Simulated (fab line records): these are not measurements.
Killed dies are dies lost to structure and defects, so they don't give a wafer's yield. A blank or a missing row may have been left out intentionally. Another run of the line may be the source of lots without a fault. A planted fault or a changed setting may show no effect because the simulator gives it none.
The same fault as seen by 2 desks + flow gf180mcu + each desk holds nothing but its own numbers, with what lay behind them at the end

DESK OF THE TOOL OWNER: plasmaAsher-03
The tool's own readings at GF_M2_STRIP_17 (strips in O2/N2): means of the sampled wafers that have a number, for each lot that ran on this tool. The brackets show how far a lot's mean lies from the usual mean; more than 4 standard deviations puts the lot out of limits, marked OUT.
Columns: A = chamberPressureMTorr at GF_M2_STRIP_17, usual 1500.0 mTorr; B = drypumpMotorCurrentA at GF_M2_STRIP_17, usual 5.5 A; C = heaterPowerW at GF_M2_STRIP_17, usual 333 W; D = n2FlowSccm at GF_M2_STRIP_17, usual 300.0 sccm; E = oesProductAu at GF_M2_STRIP_17, usual 0.538 a.u.; F = platenTempC at GF_M2_STRIP_17, usual 250.03 C; G = stripTimeToEndpointS at GF_M2_STRIP_17, usual 7.39 s
| lot  | first seen here | A      | B   | C   | D     | E     | F      | G    |
|------|-----------------|--------|-----|-----|-------|-------|--------|------|
| L802 | day 21 05:09    | 1499.4 | 5.2 | 325 | 300.0 | 0.537 | 250.16 | 7.43 |
| L819 | day 27 07:50    | 1500.0 | 5.2 | 328 | 300.7 | 0.531 | 249.93 | 7.31 |
| L820 | day 27 11:38    | 1500.9 | 5.4 | 316 | 300.2 | 0.534 | 249.81 | 7.37 |
This desk's verdict: no lot among the 3 shows anything out of limits.

METROLOGY DESK
What the gauges read for every lot (on any tool): the sampled wafers with a number, averaged. The brackets show how far a lot's mean lies from the usual mean; more than 4 standard deviations puts the lot out of limits, marked OUT.
Columns: A = M2_ALCU_RS at GF_M2_RS_MEAS_05, usual 0.0697 ohm/sq; B = M2_ALCU_THK at GF_M2_THK_MEAS_06, usual 449 nm; C = cdNm at GF_M2_CD_MEAS_14, usual 279.8 nm; D = M2_OVL at GF_M2_OVL_MEAS_15, usual 2 nm
| lot  | first seen here | A      | B   | C     | D  |
|------|-----------------|--------|-----|-------|----|
| L798 | day 18 16:51    | 0.0701 | 444 | 280.3 | 2  |
| L802 | day 20 04:02    | 0.0693 | 449 | 280.7 | 5  |
| L811 | day 23 10:52    | 0.0703 | 445 | 280.0 | 3  |
| L812 | day 23 18:14    | 0.0704 | 442 | 279.1 | 5  |
| L813 | day 24 08:44    | 0.0692 | 451 | 280.0 | 1  |
| L819 | day 26 10:48    | 0.0698 | 448 | 279.4 | -2 |
| L820 | day 26 14:04    | 0.0698 | 447 | 281.0 | -1 |
This desk's verdict: no lot among the 7 shows anything out of limits.

ALL TOGETHER
The desk of the tool owner found nothing out of limits.
Nothing out of limits was seen by the metrology desk.

WHAT THE SIMULATOR PUT IN
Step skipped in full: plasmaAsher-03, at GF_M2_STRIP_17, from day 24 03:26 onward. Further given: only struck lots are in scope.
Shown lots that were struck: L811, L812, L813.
